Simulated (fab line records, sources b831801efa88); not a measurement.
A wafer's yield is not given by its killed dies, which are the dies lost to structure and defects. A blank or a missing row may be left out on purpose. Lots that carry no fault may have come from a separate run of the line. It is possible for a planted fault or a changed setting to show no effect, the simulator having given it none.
One fault seen from 2 desks + flow gf180mcu + what lay behind the numbers comes last; until then each desk has only its own

AT THE TOOL OWNER'S DESK: pvd_sputter-04
The tool's own readings at GF_V3_SPUTTER_22 (material TiN, target thk 10 nm, time 40 s): means of the sampled wafers that have a number, for each lot that ran on this tool. If a lot's mean is further than 4 standard deviations from the usual mean, the lot is out of limits and carries the mark OUT (the distance appears in the brackets).
Columns: A = chamber_pressure_pa at GF_V3_SPUTTER_22, usual 5.000 Pa; B = throttle_valve_pct at GF_V3_SPUTTER_22, usual 29.5 %
| lot  | first seen here | A     | B    |
|------|-----------------|-------|------|
| L699 | day 22 08:48    | 5.004 | 29.5 |
| L700 | day 22 15:42    | 4.999 | 29.6 |
| L704 | day 24 10:17    | 5.002 | 29.6 |
| L705 | day 24 17:46    | 4.993 | 29.4 |
| L706 | day 25 02:09    | 4.997 | 29.4 |
| L708 | day 25 13:02    | 5.003 | 29.7 |
This desk's verdict: no lot among the 6 shows anything out of limits.

AT THE METROLOGY DESK
Lot by lot, what the gauges showed, no matter which tool ran the lot: averages of those sampled wafers that carry a number. If a lot's mean is further than 4 standard deviations from the usual mean, the lot is out of limits and carries the mark OUT (the distance appears in the brackets).
Columns: A = cd_nm at GF_M5_CD_MEAS_07, usual 280.2 nm; B = M5_OVL at GF_M5_OVL_MEAS_08, usual 0 nm; C = PASSIVATION_CVD_02_THK at GF_PASSIVATION_THK_MEAS_03, usual 701 nm
| lot  | first seen here | A     | B  | C   |
|------|-----------------|-------|----|-----|
| L699 | day 26 06:12    | 279.0 | 7  | 703 |
| L700 | day 26 10:50    | 280.6 | -3 | 693 |
| L701 | day 26 19:12    | 280.0 | -6 | 697 |
| L703 | day 27 13:07    | 280.2 | 6  | 698 |
| L704 | day 28 01:46    | 281.2 | 2  | 694 |
| L705 | day 28 09:32    | 279.9 | -1 | 686 |
| L706 | day 28 15:19    | 279.7 | -6 | 701 |
| L708 | day 29 03:28    | 282.2 | 1  | 698 |
| L710 | day 29 21:05    | 280.3 | 6  | 702 |
| L712 | day 30 05:54    | 277.0 | -1 | 706 |
| L713 | day 30 11:22    | 279.6 | 3  | 704 |
| L716 | day 31 03:55    | 282.4 | -1 | 703 |
| L718 | day 31 21:47    | 279.1 | 5  | 691 |
| L721 | day 32 16:34    | 280.3 | -9 | 691 |
This desk's verdict: no lot among the 14 shows anything out of limits.

ALL TOGETHER
The tool owner's desk saw nothing out of limits.
Nothing out of limits was seen by the metrology desk.

WHAT THE SIMULATOR PUT IN
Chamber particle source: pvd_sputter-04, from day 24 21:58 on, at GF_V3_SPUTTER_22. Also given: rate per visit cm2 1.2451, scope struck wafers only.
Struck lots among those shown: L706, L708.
